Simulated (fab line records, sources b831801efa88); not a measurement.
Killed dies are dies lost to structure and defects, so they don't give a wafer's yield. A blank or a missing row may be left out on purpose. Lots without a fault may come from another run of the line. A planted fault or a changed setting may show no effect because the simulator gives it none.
Problem report in the 8D (eight disciplines) form, filled by code | flow sky130 | the parts of the form that need people (team, actions taken, sign-off) are left out

1. THE PROBLEM
oes_product_au at SKY_METAL4_METAL_ETCH_18 reads a mean of 0.995 a.u. on 3 wafers of 2 lots; wafers without a fault read 0.867 a.u. with a standard deviation of 0.0063. That is +20 standard deviations from the usual mean.
The step: etches the open film in Cl2/BCl3, stops on SiO2, target depth 845 nm, time 183.1 s.
First seen on wafer L230.2, day 45 10:10, on rie_metal-04. The record holds 33 wafers of 11 lots with a number at this step. Rule for "out", or "out of limits": more than 4 standard deviations from the usual mean. The other wafers with a number count as sound.

2. WHAT IT IS AND WHAT IT IS NOT
question                    | is                         | is not
which readings at this step | oes_product_au             | drypump_motor_current_A, mfc_cl2_sccm, throttle_valve_pct
which lots                  | L229, L230                 | L217, L220, L221, L225, L232, L233, L238, L239, L240
which wafers of those lots  | L229.4, L230.2, L230.5     | L229.5, L229.6, L230.1
read on which tools         | rie_metal-02, rie_metal-04 | rie_metal-01
when                        | from day 45 10:10          | up to then (13 sound wafers); but 17 sound wafers of L229, L232, L233, L238, L239, L240 came after

3. SUSPECTS, AND WHAT RULES EACH OUT
Counting: a tool at a process step up to the reading stays a suspect if it ran every lot that is out. Sound lots after the first of them don't rule it out here, since some wafers of a struck lot are sound.
- plasma_asher-01 at SKY_VIA1_STRIP_16 (strips in O2/N2): kept. It ran every lot that is out, first L230 (day 38 03:42); its last sound lot up to then is L217 (day 34 07:39).
- pvd_sputter-04 at SKY_METAL4_SPUTTER_02 (material AlCu, target thk 735 nm, time 39.1 s): kept. It ran every lot that is out, first L230 (day 43 13:59); its last sound lot up to then is L221 (day 41 03:47).
Left after counting: plasma_asher-01 at SKY_VIA1_STRIP_16, pvd_sputter-04 at SKY_METAL4_SPUTTER_02.

4. THE CAUSE (what the simulator had put in)
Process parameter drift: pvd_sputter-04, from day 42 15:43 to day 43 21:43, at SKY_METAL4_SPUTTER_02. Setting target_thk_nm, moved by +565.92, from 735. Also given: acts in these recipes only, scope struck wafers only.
Counting left 2 suspects, and this tool is among them.

5. THE CHAIN OF EFFECTS, in route order
Each row: a reading whose mean over the struck wafers that have a number lies more than 3 standard deviations from the usual. Only readings for which the record gives a usual standard deviation are gone through. hours: the time from each lot's start at the first step in this table that gives one to its start at this step, as a median over the lots. sigmas: the change in usual standard deviations.
hours | step                     | reading              | usual      | on struck wafers | change | sigmas
0     | SKY_METAL4_METAL_ETCH_18 | oes_product_au       | 0.867 a.u. | 0.995            | +0.128 | +20
85    | SKY_PAD_OPEN_PROBE_99    | defect_limited_yield | 82.4 %     | 0.0              | -82.4  | -39
85    | SKY_PAD_OPEN_PROBE_99    | killed_at_M4_up      | 3.0        | 405.7            | +402.7 | +99 or more
85    | SKY_PAD_OPEN_PROBE_99    | killed_dies          | 87         | 492              | +405   | +40
85    | SKY_PAD_OPEN_PROBE_99    | killed_on_rim        | 17         | 96               | +79    | +23
85    | SKY_PAD_OPEN_PROBE_99    | sort_bin_5_function  | 10.5 %     | 93.7             | +83.2  | +52
85    | SKY_PAD_OPEN_PROBE_99    | sort_n_pass          | 405        | 0                | -405   | -40
85    | SKY_PAD_OPEN_PROBE_99    | sort_yield_pct       | 82.4 %     | 0.0              | -82.4  | -39
The process steps in it:
- SKY_METAL4_METAL_ETCH_18: etches the open film in Cl2/BCl3, stops on SiO2, target depth 845 nm, time 183.1 s.
- SKY_PAD_OPEN_PROBE_99

6. WHAT WOULD HAVE CAUGHT IT SOONER
In this record the first reading out of limits was taken at day 45 10:10, 66 hours after the fault began at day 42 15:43.
Of the tool readings at SKY_METAL4_SPUTTER_02 for which the record gives a usual standard deviation, none was out on any struck wafer, so an alarm limit of 4 standard deviations on them would not have fired.
All the lots that are out (2) had begun SKY_METAL4_SPUTTER_02 on pvd_sputter-04 by day 45 10:10. A hold on the tool at that time would have spared none of them.
